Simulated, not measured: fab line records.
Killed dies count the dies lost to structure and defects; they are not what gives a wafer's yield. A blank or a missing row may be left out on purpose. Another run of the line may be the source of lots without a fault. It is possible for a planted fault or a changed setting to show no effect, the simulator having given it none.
Matching of chambers | flow gf180mcu | GF_MIM_CVD_05 on pecvd-03: 3 sister chambers
The step deposits Si3N4, target thk 42 nm, time 29.086 s. 16 wafers are shown with their chamber, then 8 later ones without.

== WAFERS PAIRED WITH THEIR CHAMBERS ==
wafer  | chamber | heater_power_w (W) | temp_max_c (C)
L074.1 | 0       | 622                | 399.84
L074.4 | 1       | 744                | 399.43
L074.5 | 0       | 621                | 399.77
L079.3 | 1       | 816                | 399.79
L079.4 | 0       | 683                | 399.87
L079.5 | 2       | 608                | 399.95
L080.1 | 1       | 891                | 399.97
L080.5 | 1       | 843                | 399.81
L080.6 | 0       | 621                | 400.14
L081.1 | 1       | 878                | 400.12
L081.2 | 2       | 621                | 400.14
L081.5 | 2       | 625                | 399.93
L082.2 | 2       | 597                | 399.56
L082.3 | 2       | 606                | 399.74
L082.4 | 1       | 883                | 400.08
L083.1 | 2       | 627                | 400.04

SIGNATURES (averages over the wafers above)
reading        | chamber 0 | chamber 1 | chamber 2 | scatter within a chamber
heater_power_w | 636.75    | 842.50    | 614.00    | 38.5
temp_max_c     | 399.9050  | 399.8667  | 399.8933  | 0.218
Rule: for each reading, subtract the chamber's mean from the wafer's reading, divide by that reading's scatter and square the result; add these up over the readings and take the root, which gives the wafer's distance from the chamber. The wafer belongs to the nearest chamber; if the next one is less than 2 further off, it can't be placed. How the scatter is found: for the shown wafers, subtract from each reading the mean of its chamber, square and add these, divide the total by (wafers less chambers), then take the root.

== WAFERS WITH NO CHAMBER GIVEN ==
wafer  | heater_power_w (W) | temp_max_c (C)
L083.2 | 677                | 399.86
L083.4 | 636                | 399.87
L089.2 | 695                | 399.68
L089.3 | 724                | 399.49
L089.4 | 689                | 399.60
L095.1 | 586                | 400.26
L095.3 | 620                | 400.09
L095.4 | 846                | 399.88

== THE CHAMBER EACH PASSED THROUGH ==
wafer  | from the rows above          | in truth
L083.2 | can't be placed: 0 or 2      | 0
L083.4 | can't be placed: 0 or 2      | 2
L089.2 | can't be placed: 0 or 2      | 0
L089.3 | can't be placed: 0 or 2 or 1 | 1
L089.4 | can't be placed: 0 or 2      | 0
L095.1 | can't be placed: 2 or 0      | 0
L095.3 | can't be placed: 2 or 0      | 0
L095.4 | 1                            | 1
Placed correctly: 1 of 8. These rows do not allow placing 7 (true chamber among the candidates in 7). Number placed wrongly: 0.
